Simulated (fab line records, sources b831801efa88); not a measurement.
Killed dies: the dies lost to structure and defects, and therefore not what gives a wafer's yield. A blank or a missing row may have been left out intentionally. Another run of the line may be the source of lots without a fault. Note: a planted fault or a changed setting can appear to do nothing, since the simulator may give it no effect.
fab line records | flow sky130
[record] lots = 5 wafers = 15 lastDay = 50
route steps=708 shown VIA4@651 METAL5@661 PAD_OPEN@708
lots with no fault: from the same line, run without faults
startH: start of the lot's first displayed wafer, in hours after the record's first day | waitH: hours from the lot's prior step to this one | " unchanged from the row above | L1.1+2: a single row standing in for several wafers | - no value, or no start given | * or withheld: withheld | < > ~ a bound
route shown NAME@n: a module of which the file shows steps, and the number in the route of the first | usual: mean and standard deviation over wafers with no fault | same: alike in all rows | chamber/n: place in a boat | sites: each site's reading | _std_site: standard deviation of those values | _edge_site: inner sites' mean taken away from outer sites' mean | radiusMm: how far each site lies from the wafer's centre | mask NAME#n: copy n | behind: tool/chamber where the wafer was last shaped | hold: why the lot went on hold/how many hours it stayed there/how the hold came to an end | device: which transistor (n, p or np) failed to switch | end of line: the tests these same wafers got at the end of their route | where a step has no rows: the recipe by itself | killed: the dies lost at the first sort to structure and to defects; this is not the yield of the wafer | map: a wafer's dies, marking killed ones x, the rest . and places with no die _
set.NAME: the setting that was run; set.NAME@STEP: the one run at that earlier step | model.NAME: the simulator's own value behind a step, which no gauge read
a table for each step, a row for each wafer; lots at some steps of the route
services: the hour from which a tool's chamber was out of use, counted from the record's first day as startH (under 0 if before that day), plus the number of hours and why
[[steps]]
[step SKY_VIA4_ETCH_12]
[recipe] target = SiO2 chemistry = C4F8/O2/Ar stopOn = TiN maskMaterial = NOVOLAK sourceW = 1500 biasW = 1200 pressureMtorr = 40 c4f8FlowSccm = withheld O2_flow_sccm = 6 Ar_flow_sccm = 300 timeS = withheld targetDepthA = 5800
[step SKY_VIA4_STRIP_13]
[recipe] chemistry = O2/N2 powerW = 1400 pressureMtorr = 1500 platenTempC = withheld o2FlowSccm = 3000 n2FlowSccm = 300 overashFraction = 0.5
[step SKY_VIA4_STRIP_14]
[recipe] chemistry = postEtchResidueRemover timeS = 1200 tempC = 72.5
[step SKY_VIA4_CLEAN_15]
[recipe] chemistry = IPA timeS = 180 tempC = 25
[step SKY_VIA4_CLEAN_16]
[recipe] chemistry = O3/DIW dry = n2Spin
[step SKY_VIA4_SPUTTER_17]
[recipe] material = TiN targetThkNm = 20 chamberPressurePa = 5 powerW = 4000 timeS = 80
[usual] cathodeDcPowerW = 4000.0/0.79 chamberPressurePa = 4.999/0.0096 throttleValvePct = 30.4/1.2
// columns lot.wafer tool chamber startH waitH cathodeDcPowerW chamberPressurePa throttleValvePct
L973.2 pvdSputter-04 - 1024.75 0.0 3999.9 5.017 29.7
L973.3 " - " " 4001.0 5.010 27.7
L973.4 " - " " 3999.5 4.989 30.1
L982.4 pvdSputter-01 - 1067.72 0.0 4000.3 5.006 30.8
L982.5 " - " " 3999.7 5.014 30.6
L982.6 " - " " 4001.9 4.981 30.7
L989.1 pvdSputter-01 - 1113.41 0.0 4000.8 5.010 30.7
L989.2 " - " " 3998.8 4.986 29.7
L989.5 " - " " 4001.9 5.004 32.9
L990.4 pvdSputter-03 - 1131.81 0.0 3999.3 4.988 30.3
L990.5 " - " " 3999.3 5.006 30.9
L990.6 " - " " 4000.4 4.995 29.8
L991.4 pvdSputter-01 - 1134.54 0.0 3998.0 4.997 32.7
L991.5 " - " " 3998.7 4.990 30.7
L991.6 " - " " 4000.1 5.000 32.7
[step SKY_VIA4_CVD_18]
[recipe] material = W targetThkNm = 505 timeS = 152.14 tempC = 400 pressureTorr = 40
[step SKY_VIA4_RS_MEAS_19]
[recipe] thkMeasGauge = four-point-probe reads = W_of_VIA4_CVD_18+TiN_of_VIA4_SPUTTER_17
[usual] VIA4_W_RS = 0.224/0.003
// columns lot.wafer tool chamber startH waitH VIA4_W_RS[ohm/sq]
L973.2 filmMetro-01 - 1024.99 0.1 0.220
L973.3 " - " " 0.228
L973.4 " - " " 0.222
L982.4 filmMetro-03 - 1067.99 0.1 0.226
L982.5 " - " " 0.227
L982.6 " - " " 0.224
L989.1 filmMetro-01 - 1113.62 0.1 0.226
L989.2 " - " " 0.221
L989.5 " - " " 0.229
L990.4 filmMetro-03 - 1132.08 0.1 0.223
L990.5 " - " " 0.223
L990.6 " - " " 0.227
L991.4 filmMetro-02 - 1134.81 0.1 0.224
L991.5 " - " " 0.219
L991.6 " - " " 0.225
[step SKY_VIA4_THK_MEAS_20]
[recipe] thkMeasGauge = xrf reads = W_of_VIA4_CVD_18
[usual] VIA4_W_THK = 502/7.5
// columns lot.wafer tool chamber startH waitH VIA4_W_THK[nm]
L973.2 filmMetro-01 - 1025.10 0.1 507
L973.3 " - " " 490
L973.4 " - " " 503
L982.4 filmMetro-03 - 1068.08 0.1 499
L982.5 " - " " 497
L982.6 " - " " 501
L989.1 filmMetro-01 - 1113.74 0.1 499
L989.2 " - " " 511
L989.5 " - " " 491
L990.4 filmMetro-03 - 1132.17 0.1 508
L990.5 " - " " 507
L990.6 " - " " 496
L991.4 filmMetro-02 - 1134.90 0.1 505
L991.5 " - " " 513
L991.6 " - " " 498
[step SKY_VIA4_CMP_21]
[recipe] stopOn = SiO2 tOverpolishS = 25 downForcePsi = 3.5 platenRpm = 60 targetThkNm = 0 padVelocityMS = 0.94248
[step SKY_METAL5_SPUTTER_00]
[recipe] material = Ti targetThkNm = 15 powerW = 3000 timeS = 10 chamberPressurePa = 0.4
[step SKY_METAL5_SPUTTER_01]
[recipe] material = TiN targetThkNm = 20 powerW = 6500 timeS = 16.7 chamberPressurePa = 0.4
[usual] cathodeDcPowerW = 6499.9/1.2 chamberPressurePa = 0.4001/0.00086 throttleValvePct = 29.9/1.1
// columns lot.wafer tool chamber startH waitH cathodeDcPowerW chamberPressurePa throttleValvePct
L973.2 pvdSputter-03 - 1025.47 0.0 6499.9 0.3995 28.8
L973.3 " - " " 6501.0 0.4010 31.2
L973.4 " - " " 6499.9 0.3994 30.0
L982.4 pvdSputter-02 - 1068.73 0.0 6498.6 0.4005 30.5
L982.5 " - " " 6500.6 0.4001 30.5
L982.6 " - " " 6499.8 0.4003 31.6
L989.1 pvdSputter-04 - 1114.13 0.0 6498.1 0.4004 31.5
L989.2 " - " " 6500.8 0.4003 28.2
L989.5 " - " " 6500.5 0.3985 29.8
L990.4 pvdSputter-03 - 1132.52 0.0 6498.7 0.3992 30.0
L990.5 " - " " 6501.0 0.4002 30.0
L990.6 " - " " 6500.8 0.3994 30.8
L991.4 pvdSputter-02 - 1135.28 0.0 6500.6 0.4002 31.2
L991.5 " - " " 6500.6 0.4006 30.3
L991.6 " - " " 6499.7 0.3998 30.6
[step SKY_METAL5_SPUTTER_02]
[recipe] material = AlCu targetThkNm = 1150 powerW = 10600 timeS = 61.2 chamberPressurePa = 0.4
[usual] cathodeDcPowerW = 10600/1.9 chamberPressurePa = 0.4001/0.00075 throttleValvePct = 29.9/1.1
// columns lot.wafer tool chamber startH waitH cathodeDcPowerW chamberPressurePa throttleValvePct model.AlCu_of_METAL5_SPUTTER_02.thkNm
L973.2 pvdSputter-03 - 1025.50 0.0 10597 0.4010 28.6 1136
L973.3 " - " " 10598 0.3987 31.0 1140
L973.4 " - " " 10598 0.4006 30.2 1134
L982.4 pvdSputter-02 - 1068.76 0.0 10599 0.3999 30.5 1145
L982.5 " - " " 10600 0.3992 30.3 1153
L982.6 " - " " 10599 0.3996 31.6 1149
L989.1 pvdSputter-04 - 1114.15 0.0 10599 0.4009 31.4 1159
L989.2 " - " " 10600 0.4004 28.0 1172
L989.5 " - " " 10600 0.4013 29.7 1156
L990.4 pvdSputter-03 - 1132.55 0.0 10603 0.3995 30.0 1166
L990.5 " - " " 10601 0.3992 29.6 1157
L990.6 " - " " 10604 0.3998 31.0 1157
L991.4 pvdSputter-02 - 1135.30 0.0 10602 0.3997 31.8 1149
L991.5 " - " " 10603 0.3995 30.2 1158
L991.6 " - " " 10596 0.4548 28.9 1112
[step SKY_METAL5_SPUTTER_03]
[recipe] material = Ti targetThkNm = 5 powerW = 3000 timeS = 3.3 chamberPressurePa = 0.4
[usual] cathodeDcPowerW = 3000.0/0.49 chamberPressurePa = 0.3998/0.00088 throttleValvePct = 29.9/1
// columns lot.wafer tool chamber startH waitH cathodeDcPowerW chamberPressurePa throttleValvePct
L973.2 pvdSputter-03 - 1025.55 0.0 3000.4 0.3999 28.7
L973.3 " - " " 3000.4 0.4002 31.1
L973.4 " - " " 3000.1 0.4000 30.1
L982.4 pvdSputter-02 - 1068.81 0.0 2999.7 0.4002 30.4
L982.5 " - " " 3000.2 0.3996 30.3
L982.6 " - " " 3000.1 0.3991 31.5
L989.1 pvdSputter-04 - 1114.20 0.0 2999.6 0.3988 31.2
L989.2 " - " " 2999.3 0.3994 28.1
L989.5 " - " " 2999.9 0.4002 29.9
L990.4 pvdSputter-03 - 1132.60 0.0 2999.4 0.4005 30.1
L990.5 " - " " 3000.1 0.4009 29.9
L990.6 " - " " 2999.9 0.4000 30.8
L991.4 pvdSputter-02 - 1135.35 0.0 3000.0 0.3982 31.5
L991.5 " - " " 3000.3 0.4001 30.0
L991.6 " - " " 2999.5 0.4010 30.5
[step SKY_METAL5_SPUTTER_04]
[recipe] material = TiN targetThkNm = 70 powerW = 6500 timeS = 58.3 chamberPressurePa = 0.4
[usual] cathodeDcPowerW = 6499.9/1.2 chamberPressurePa = 0.4000/0.00084 throttleValvePct = 29.9/1.1
// columns lot.wafer tool chamber startH waitH cathodeDcPowerW chamberPressurePa throttleValvePct
L973.2 pvdSputter-03 - 1025.56 0.0 6501.9 0.4002 28.6
L973.3 " - " " 6500.1 0.3982 30.8
L973.4 " - " " 6499.3 0.4004 30.3
L982.4 pvdSputter-02 - 1068.82 0.0 6500.2 0.4005 30.2
L982.5 " - " " 6499.8 0.3996 30.4
L982.6 " - " " 6500.6 0.3992 31.5
L989.1 pvdSputter-04 - 1114.22 0.0 6500.9 0.3991 31.4
L989.2 " - " " 6499.9 0.3988 27.9
L989.5 " - " " 6498.7 0.4002 29.6
L990.4 pvdSputter-03 - 1132.62 0.0 6499.0 0.3991 29.9
L990.5 " - " " 6502.2 0.4002 29.8
L990.6 " - " " 6499.9 0.3995 31.2
L991.4 pvdSputter-02 - 1135.37 0.0 6499.9 0.3996 31.3
L991.5 " - " " 6499.5 0.3996 30.5
L991.6 " - " " 6501.1 0.4004 30.3
[step SKY_METAL5_RS_MEAS_05]
[recipe] thkMeasGauge = four-point-probe reads = TiN_of_METAL5_SPUTTER_04+Ti_of_METAL5_SPUTTER_03+AlCu_of_METAL5_SPUTTER_02+TiN_of_METAL5_SPUTTER_01+Ti_of_METAL5_SPUTTER_00
[usual] METAL5_ALCU_RS = 0.02699/0.00028
// columns lot.wafer tool chamber startH waitH METAL5_ALCU_RS[ohm/sq]
L973.2 filmMetro-01 - 1025.63 0.0 0.02742
L973.3 " - " " 0.02733
L973.4 " - " " 0.02741
L982.4 filmMetro-01 - 1068.93 0.1 0.02722
L982.5 " - " " 0.02702
L982.6 " - " " 0.02706
L989.1 filmMetro-04 - 1114.27 0.0 0.02677
L989.2 " - " " 0.02648
L989.5 " - " " 0.02689
L990.4 filmMetro-04 - 1132.73 0.1 0.02666
L990.5 " - " " 0.02684
L990.6 " - " " 0.02683
L991.4 filmMetro-04 - 1135.48 0.1 0.02707
L991.5 " - " " 0.02677
L991.6 " - " " 0.02821
[step SKY_METAL5_THK_MEAS_06]
[recipe] thkMeasGauge = xrf reads = AlCu_of_METAL5_SPUTTER_02
[usual] METAL5_ALCU_THK = 1152/15
// columns lot.wafer tool chamber startH waitH METAL5_ALCU_THK[nm]
L973.2 filmMetro-01 - 1025.74 0.1 1137
L973.3 " - " " 1132
L973.4 " - " " 1122
L982.4 filmMetro-01 - 1069.02 0.1 1144
L982.5 " - " " 1154
L982.6 " - " " 1148
L989.1 filmMetro-04 - 1114.39 0.1 1153
L989.2 " - " " 1170
L989.5 " - " " 1153
L990.4 filmMetro-04 - 1132.82 0.1 1161
L990.5 " - " " 1151
L990.6 " - " " 1150
L991.4 filmMetro-04 - 1135.57 0.1 1142
L991.5 " - " " 1158
L991.6 " - " " 1104
[step SKY_METAL5_DEHYDRATE_07]
[recipe] tempC = 200 timeS = 60
[step SKY_METAL5_HMDS_08]
[recipe] primeTimeS = 60 primeTempC = 120
[step SKY_METAL5_COAT_09]
[recipe] resist = NOVOLAK spinRpm = 3000 resistThkNm = 1800
[step SKY_METAL5_SOFTBAKE_10]
[recipe] tempC = 90 timeS = 60 resist = NOVOLAK
[step SKY_METAL5_EXPOSE_11]
[recipe] maskId = MM5 na = 0.6 sourceShape = conventional sigmaOuter = 0.6 polarization = unpolarized targetCdNm = 1600 doseMj = 190
[step SKY_METAL5_PEB_12]
[recipe] tempC = withheld timeS = * resist = NOVOLAK
[step SKY_METAL5_DEVELOP_13]
[recipe] resist = NOVOLAK developer = TMAH developTimeS = 60 devTempC = 23
[step SKY_METAL5_DESCUM_14]
[recipe] chemistry = O2 sourcePowerW = 150 biasPowerW = 0 pressureMtorr = 10 tempC = 40 timeS = 11
[step SKY_METAL5_METAL_ETCH_15]
[recipe] targetDepthA = 12600 stopOn = SiO2 overEtchFrac = 0.2 timeS = 252 chemistry = Cl2/BCl3 resistSidewallDeg = 86 pressureMtorr = 10 icpW = 900 biasW = 48.5 Cl2_flow_sccm = 60 bcl3FlowSccm = 30
[usual] biasW = 48.47/0.14 drypumpMotorCurrentA = 6.0/0.3 oesProductAu = 0.894/0.0052 throttleValvePct = 22.264/0.009
// columns lot.wafer tool chamber startH waitH biasW drypumpMotorCurrentA oesProductAu rfHoursCounterH throttleValvePct model.METAL5.featureDepthNm model.etch.depthNm
L973.2 rieMetal-04 0 1048.21 0.0 48.46 5.9 0.895 11 22.260 1266 1266
L973.3 " 0 " " 48.35 6.0 0.905 - 22.259 1270 1270
L973.4 " 1 " " 48.39 5.7 0.902 - 22.272 1265 1265
L982.4 rieMetal-04 1 1089.98 0.1 48.36 5.7 0.887 - 22.267 1255 1255
L982.5 " 0 " " 48.51 6.0 0.897 - 22.276 1263 1263
L982.6 " 1 " " 48.36 5.8 0.898 - 22.263 1260 1260
L989.1 rieMetal-03 0 1133.66 0.0 48.28 5.9 0.896 15 22.256 1254 1254
L989.2 " 1 " " 48.44 6.4 0.893 23 22.270 1268 1268
L989.5 " 0 " " 48.56 5.9 0.899 - 22.250 1267 1267
L990.4 rieMetal-04 1 1150.92 0.1 48.17 5.7 0.900 - 22.266 1261 1261
L990.5 " 1 " " 48.25 5.7 0.889 - 22.263 1253 1253
L990.6 " 0 " " 48.39 6.0 0.903 - 22.272 1267 1267
L991.4 rieMetal-04 0 1154.09 0.1 48.34 6.0 0.896 - 22.269 1259 1259
L991.5 " 0 " " 48.31 6.0 0.894 - 22.265 1253 1253
L991.6 " 1 " " 48.56 5.7 0.883 - 22.268 1242 1242
[step SKY_METAL5_STRIP_16]
[recipe] chemistry = O2/N2 powerW = 1400 pressureMtorr = 1500 platenTempC = withheld o2FlowSccm = 3000 n2FlowSccm = 300 overashFraction = 0.5
[usual] drypumpMotorCurrentA = 6.0/0.4 oesProductAu = 0.710/0.0044 stripTimeToEndpointS = 13.09/0.14
// columns lot.wafer tool chamber startH waitH drypumpMotorCurrentA oesProductAu rfHoursCounterH stripTimeToEndpointS
L973.2 plasmaAsher-01 0 1048.44 0.2 5.5 0.710 31 13.26
L973.3 " 1 " " 6.0 0.717 - 13.28
L973.4 " 0 " " 5.5 0.711 - 13.30
L982.4 plasmaAsher-01 0 1090.17 0.1 5.5 0.718 - 13.30
L982.5 " 1 " " 5.9 0.720 - 13.16
L982.6 " 0 " " 5.5 0.719 - 13.29
L989.1 plasmaAsher-03 1 1133.89 0.2 5.5 0.708 7 13.09
L989.2 " 0 " " 6.5 0.710 7 13.23
L989.5 " 1 " " 5.5 0.710 - 13.18
L990.4 plasmaAsher-03 1 1151.11 0.1 5.5 0.702 - 13.34
L990.5 " 1 " " 5.5 0.710 - 13.27
L990.6 " 0 " " 6.5 0.708 - 13.20
L991.4 plasmaAsher-01 0 1154.28 0.1 5.5 0.706 - 13.10
L991.5 " 0 " " 5.5 0.704 - 13.03
L991.6 " 1 " " 5.9 0.722 - 13.19
[step SKY_PAD_OPEN_PROBE_99]
[usual] defectLimitedYield = 82.2/1.8 killed_at_M0_to_M3 = 44/6.8 killed_at_M4_up = 2.9/1.9 killedAtContacts = 24/5.2 killedAtFrontEnd = 16/4.1 killedAtOther = 0.4/0.74 killedDies = 88/9.1 killedOpen = 48/7.2 killedShort = 39/5.6 sort_bin_3_pad_short = 0.9/0.43 sort_bin_5_function = 10.6/1.4 sort_bin_6_memory = 6.3/1 sortNPass = 404/9.1 sortYieldPct = 82.2/1.8
[same] grossDies = 492 killedAtBackSide = 0 sort_bin_4_leakage[%] = 0 sort_bin_8_speed[%] = 0
// columns lot.wafer tool chamber startH waitH defectLimitedYield[%] killed_at_M0_to_M3 killed_at_M4_up killedAtContacts killedAtFrontEnd killedAtOther killedDies killedOpen killedShort sort_bin_3_pad_short[%] sort_bin_5_function[%] sort_bin_6_memory[%] sortNPass sortYieldPct[%] model.etest.met5.rsOhmSq model.etest.met5.lineOhmUm
L973.2 prober-02 - 1094.17 0.1 83.1 42 2 27 12 0 83 45 38 2.2 8.3 6.3 409 83.1 0.02718 0.01699
L973.3 prober-02 - 1094.22 0.2 83.1 40 2 27 14 0 83 46 37 0.6 9.6 6.7 409 83.1 0.02755 0.0173
L973.4 prober-02 - 1094.27 0.2 80.7 41 6 29 19 0 95 52 40 0.8 12.4 6.1 397 80.7 0.02724 0.01702
L982.4 prober-01 - 1133.43 0.2 83.7 42 4 22 12 0 80 51 29 0.8 8.5 6.9 412 83.7 0.02695 0.01674
L982.5 prober-01 - 1133.48 0.2 83.7 45 4 22 9 0 80 37 43 0.6 9.6 6.1 412 83.7 0.02712 0.01695
L982.6 prober-01 - 1133.53 0.2 82.3 38 8 29 10 2 87 47 40 1.4 11.6 4.7 405 82.3 0.02706 0.01694
L989.1 prober-02 - 1172.77 0.1 85.4 37 3 20 11 1 72 37 35 0 7.7 6.9 420 85.4 0.02707 0.01683
L989.2 prober-02 - 1172.82 0.1 84.3 30 2 27 18 0 77 36 41 0.6 10.0 5.1 415 84.3 0.02664 0.01656
L989.5 prober-02 - 1172.97 0.2 84.8 39 3 26 7 0 75 40 35 0.8 9.1 5.3 417 84.8 0.02709 0.01689
L990.4 prober-01 - 1189.03 0.2 84.1 35 1 24 18 0 78 46 32 0.2 11.0 4.7 414 84.1 0.02684 0.01676
L990.5 prober-01 - 1189.08 0.2 82.3 49 1 22 15 0 87 42 45 1.0 11.2 5.5 405 82.3 0.02726 0.017
L990.6 prober-01 - 1189.13 0.2 84.1 37 4 29 8 0 78 38 39 0.6 8.7 6.5 414 84.1 0.02748 0.01714
L991.4 prober-02 - 1190.13 0.2 83.3 45 2 19 16 0 82 45 37 0.6 10.2 5.9 410 83.3 0.027 0.01684
L991.5 prober-02 - 1190.18 0.2 79.7 52 4 28 16 0 100 55 45 0.2 13.6 6.5 392 79.7 0.02686 0.01682
L991.6 prober-02 - 1190.23 0.2 81.7 45 3 22 20 0 90 43 47 0.4 11.8 6.1 402 81.7 0.02805 0.01749
// killed by level:class
L973.2 VIA1:geometricParticle:open=13 LI_CONTACT:geometricParticle:open=8 LOCAL_INTERCONNECT:geometricParticle:short=6 VIA2:geometricParticle:open=6 CONTACT:geometricParticle:open=6 METAL2:geometricParticle:short=6 POLY_GATE:geometricParticle:open=5 METAL1:geometricParticle:short=5
L973.3 VIA1:geometricParticle:open=12 CONTACT:geometricParticle:open=7 LI_CONTACT:geometricParticle:open=7 FIELD_ISO:geometricParticle:open=6 LI_CONTACT:geometricParticle:short=6 VIA2:geometricParticle:open=5 CONTACT:geometricParticle:short=4 VIA3:geometricParticle:open=4
L973.4 CONTACT:geometricParticle:open=12 VIA1:geometricParticle:open=10 VIA3:geometricParticle:open=7 LI_CONTACT:geometricParticle:open=7 POLY_GATE:geometricParticle:open=5 VIA1:geometricParticle:short=5 CONTACT:geometricParticle:short=5 METAL1:geometricParticle:short=5
L982.4 VIA3:geometricParticle:open=12 CONTACT:geometricParticle:open=10 VIA1:geometricParticle:open=7 VIA2:geometricParticle:open=5 LI_CONTACT:geometricParticle:open=4 METAL2:geometricParticle:short=4 FIELD_ISO:geometricParticle:open=3 FIELD_ISO:geometricParticle:short=3
L982.5 CONTACT:geometricParticle:open=8 VIA2:geometricParticle:open=7 CONTACT:geometricParticle:short=6 METAL2:geometricParticle:short=6 VIA3:geometricParticle:open=6 VIA1:geometricParticle:short=5 VIA3:geometricParticle:short=5 METAL1:geometricParticle:short=4
L982.6 CONTACT:geometricParticle:open=15 LI_CONTACT:geometricParticle:open=7 METAL2:geometricParticle:short=7 FIELD_ISO:geometricParticle:open=5 VIA2:geometricParticle:short=5 METAL4:geometricParticle:short=5 METAL1:geometricParticle:short=4 VIA1:geometricParticle:short=4
L989.1 VIA1:geometricParticle:open=9 CONTACT:geometricParticle:open=6 CONTACT:geometricParticle:short=5 VIA3:geometricParticle:open=5 VIA1:geometricParticle:short=4 VIA2:geometricParticle:open=4 SPACER:geometricParticle:short=3 LI_CONTACT:geometricParticle:open=3
L989.2 CONTACT:geometricParticle:open=11 LI_CONTACT:geometricParticle:open=6 CONTACT:geometricParticle:short=6 METAL2:geometricParticle:short=6 FIELD_ISO:geometricParticle:open=5 POLY_GATE:geometricParticle:short=5 VIA1:geometricParticle:open=5 METAL1:geometricParticle:short=4
L989.5 VIA1:geometricParticle:open=12 LI_CONTACT:geometricParticle:open=7 CONTACT:geometricParticle:open=7 METAL1:geometricParticle:short=7 LOCAL_INTERCONNECT:geometricParticle:short=5 VIA3:geometricParticle:open=5 LI_CONTACT:geometricParticle:short=4 CONTACT:geometricParticle:short=3
L990.4 VIA1:geometricParticle:open=11 POLY_GATE:geometricParticle:open=8 LI_CONTACT:geometricParticle:open=6 CONTACT:geometricParticle:short=6 CONTACT:geometricParticle:open=6 VIA3:geometricParticle:open=6 METAL1:geometricParticle:short=4 VIA3:geometricParticle:short=4
L990.5 VIA1:geometricParticle:open=10 CONTACT:geometricParticle:open=9 VIA1:geometricParticle:short=8 METAL1:geometricParticle:short=7 VIA2:geometricParticle:open=6 VIA3:geometricParticle:open=6 CONTACT:geometricParticle:short=5 VIA3:geometricParticle:short=5
L990.6 CONTACT:geometricParticle:open=9 LI_CONTACT:geometricParticle:open=8 METAL1:geometricParticle:short=6 VIA1:geometricParticle:open=6 CONTACT:geometricParticle:short=5 VIA2:geometricParticle:open=5 LI_CONTACT:geometricParticle:short=4 METAL2:geometricParticle:short=4
L991.4 VIA1:geometricParticle:open=12 METAL1:geometricParticle:short=10 LI_CONTACT:geometricParticle:open=6 VIA2:geometricParticle:open=5 POLY_GATE:geometricParticle:open=4 CONTACT:geometricParticle:short=4 CONTACT:geometricParticle:open=4 VIA3:geometricParticle:open=4
L991.5 VIA1:geometricParticle:open=17 LI_CONTACT:geometricParticle:open=14 METAL1:geometricParticle:short=7 CONTACT:geometricParticle:open=6 METAL3:geometricParticle:short=5 VIA2:geometricParticle:open=5 POLY_GATE:geometricParticle:short=5 CONTACT:geometricParticle:short=5
L991.6 LI_CONTACT:geometricParticle:open=8 METAL1:geometricParticle:short=8 POLY_GATE:geometricParticle:short=7 CONTACT:geometricParticle:short=7 VIA3:geometricParticle:open=7 VIA2:geometricParticle:open=7 VIA1:geometricParticle:open=6 POLY_GATE:geometricParticle:open=5
[[services]]
// columns tool chamber startH hours kind
pvdSputter-01 2 1008.04 - consumableReplace:kit
pvdSputter-01 2 1008.04 18.0 scheduledDown
pvdSputter-01 2 1008.04 18.0 ventCycle
rieMetal-04 - 1027.69 1.4 pm
pvdSputter-03 1 1030.59 - consumableReplace:kit
pvdSputter-03 1 1030.59 18.0 scheduledDown
pvdSputter-03 1 1030.59 18.0 ventCycle
plasmaAsher-03 - 1055.32 9.0 pm
plasmaAsher-03 0 1055.32 9.0 ventCycle
rieMetal-03 1 1058.82 4.3 repair
plasmaAsher-01 - 1061.48 2.2 repair
pvdSputter-02 - 1086.25 9.4 repair
pvdSputter-04 3 1086.29 - consumableReplace:kit
pvdSputter-04 3 1086.29 18.0 scheduledDown
pvdSputter-04 3 1086.29 18.0 ventCycle
pvdSputter-03 - 1093.89 1.9 repair
pvdSputter-01 1 1106.96 - consumableReplace:kit
pvdSputter-01 1 1106.96 18.0 scheduledDown
pvdSputter-01 1 1106.96 18.0 ventCycle
pvdSputter-02 1 1107.64 - consumableReplace:kit
pvdSputter-02 1 1107.64 18.0 scheduledDown
pvdSputter-02 1 1107.64 18.0 ventCycle
rieMetal-03 - 1109.04 0.6 repair
pvdSputter-01 - 1120.24 9.3 repair
[[key]]
[firstSign] step = SKY_METAL5_SPUTTER_02 reading = chamberPressurePa direction = up sigmas = 73 usual = 0.4001 struck = 0.4548
[effect] step = SKY_METAL5_RS_MEAS_05 reading = METAL5_ALCU_RS direction = up sigmas = 4.3 usual = 0.02699 struck = 0.02821
[effect] step = SKY_METAL5_THK_MEAS_06 reading = METAL5_ALCU_THK direction = down sigmas = 3.2 usual = 1152 struck = 1104
[modelEffect] step = SKY_METAL5_SPUTTER_02 value = AlCu_of_METAL5_SPUTTER_02.thkNm without = 1144 struck = 1112
[modelEffect] step = SKY_METAL5_METAL_ETCH_15 value = METAL5.featureDepthNm without = 1255 struck = 1242
[modelEffect] step = SKY_PAD_OPEN_PROBE_99 value = etest.met5.rsOhmSq without = 0.02726 struck = 0.02805
metAt SKY_METAL5_SPUTTER_02
struckWafers L991.6
onsetBetween 1068.76 1135.30
[fault] kind = processParameterDrift tool = pvdSputter-02 chamber = - onsetH = 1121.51 steps = SKY_METAL5_SPUTTER_02 channel = chamberPressurePa offset = 0.054507 shape = step endH = 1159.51 actsIn = theseRecipesOnly stated = 0.4 scope = struckWafersOnly
